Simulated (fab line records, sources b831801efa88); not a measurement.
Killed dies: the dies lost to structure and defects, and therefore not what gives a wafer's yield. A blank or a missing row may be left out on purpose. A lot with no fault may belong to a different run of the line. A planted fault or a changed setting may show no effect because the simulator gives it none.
8D (eight disciplines) problem report, filled in by code :: flow gf180mcu :: the parts of the form that need people (team, actions taken, sign-off) are left out

1. WHAT IS WRONG
Mean CONTACT_CVD_00_THK at GF_CONTACT_THK_MEAS_01: 364.4 nm over 5 wafers in 3 lots; fault-free wafers: 301.1 nm, standard deviation 2.7. Measured from the usual mean, that is +23 standard deviations.
First observed at day 20 00:22: wafer L850.3, on film metro-03. Wafers with a number at this step in the record: 36, from 12 lots. By rule, "out" or "out of limits" means more than 4 standard deviations away from the usual mean. Any other wafer with a number is counted as sound.

2. WHAT IT IS, WHAT IT ISN'T
question: which readings at this step
is: CONTACT_CVD_00_THK
is not: -

question: which lots
is: L850, L851, L852
is not: L836, L838, L841, L842, L844, L856, L857, L858, L859

question: which wafers of those lots
is: L850.3, L850.4, L851.3, L852.1, L852.4
is not: L850.2, L851.1, L851.2, L852.5

question: read on which gauges
is: film metro-01, film metro-03, film metro-04
is not: -

question: when
is: from day 20 00:22
is not: up to then (16 sound wafers); but 15 sound wafers of L851, L852, L856, L857, L858, L859 came after

3. SUSPECTS, AND WHAT RULES EACH OUT
Counting: any tool at a process step up to the reading remains a suspect provided it ran every lot that is out. Sound lots after the first of them don't rule it out here, since some wafers of a struck lot are sound.
- the gauge at GF_CONTACT_THK_MEAS_01 has been ruled out. 3 gauges (film metro-01, film metro-03, film metro-04) read the wafers that are out.
- hdpcvd-02 at GF_CONTACT_CVD_00 (deposits SiO2, target thk 300 nm, time 50 s): kept. It ran every lot that is out, first L850 (day 20 00:19); its last sound lot up to then is L844 (day 17 20:34). Out on those wafers are its own readings of sih4 flow sccm.
- In hdpcvd-02 at GF_CONTACT_CVD_00, the wafers that are out were processed in chamber 1 and their sound lot-mates in chambers 0, 2.
After counting, what remains is hdpcvd-02 at GF_CONTACT_CVD_00.

4. THE CAUSE (what the simulator had put in)
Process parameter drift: hdpcvd-02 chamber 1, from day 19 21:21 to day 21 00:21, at GF_CONTACT_CVD_00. The setting sih4 flow sccm was moved by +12, starting from 60. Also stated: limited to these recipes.
After counting, this tool was the only one left.

5. THE CHAIN OF EFFECTS, in route order
Each row: a reading whose mean over the struck wafers that have a number lies more than 3 standard deviations from the usual. Scope: only readings with a usual standard deviation given in the record; hours: median across lots of the time from each lot's start at the first step in this table that gives one to its start at this step; sigmas: change in usual standard deviations.
hours: 0
step: GF_CONTACT_CVD_00
reading: sih4 flow sccm
usual: 60.00 sccm
on struck wafers: 71.93
change: +11.93
sigmas: +66

hours: 0
step: GF_CONTACT_THK_MEAS_01
reading: CONTACT_CVD_00_THK
usual: 301.1 nm
on struck wafers: 364.4
change: +63.3
sigmas: +23

hours: -
step: GF_CONTACT_ETCH_17
reading: oes product au
usual: 0.816 a.u.
on struck wafers: 0.850
change: +0.034
sigmas: +7.2
The process steps in it:
- GF_CONTACT_CVD_00: deposits SiO2, target thk 300 nm, time 50 s.
- GF_CONTACT_ETCH_17: etches SiO2 in C4F8/O2/Ar, stops on CoSi2, target depth 860 nm.

6. HOW IT WOULD HAVE BEEN CAUGHT EARLIER
In this record the first reading out of limits at a measuring or inspecting step was taken at day 20 00:22, 3 hours after the fault began at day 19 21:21.
The tool's own readings at GF_CONTACT_CVD_00 were out on every struck wafer that the step has a row for (sih4 flow sccm): an alarm limit on them would have fired on the first of those.
Lots out: 3; of these, L851, L852 started GF_CONTACT_CVD_00 on hdpcvd-02 after day 20 00:22. A hold on the tool at that time would have spared those 2.
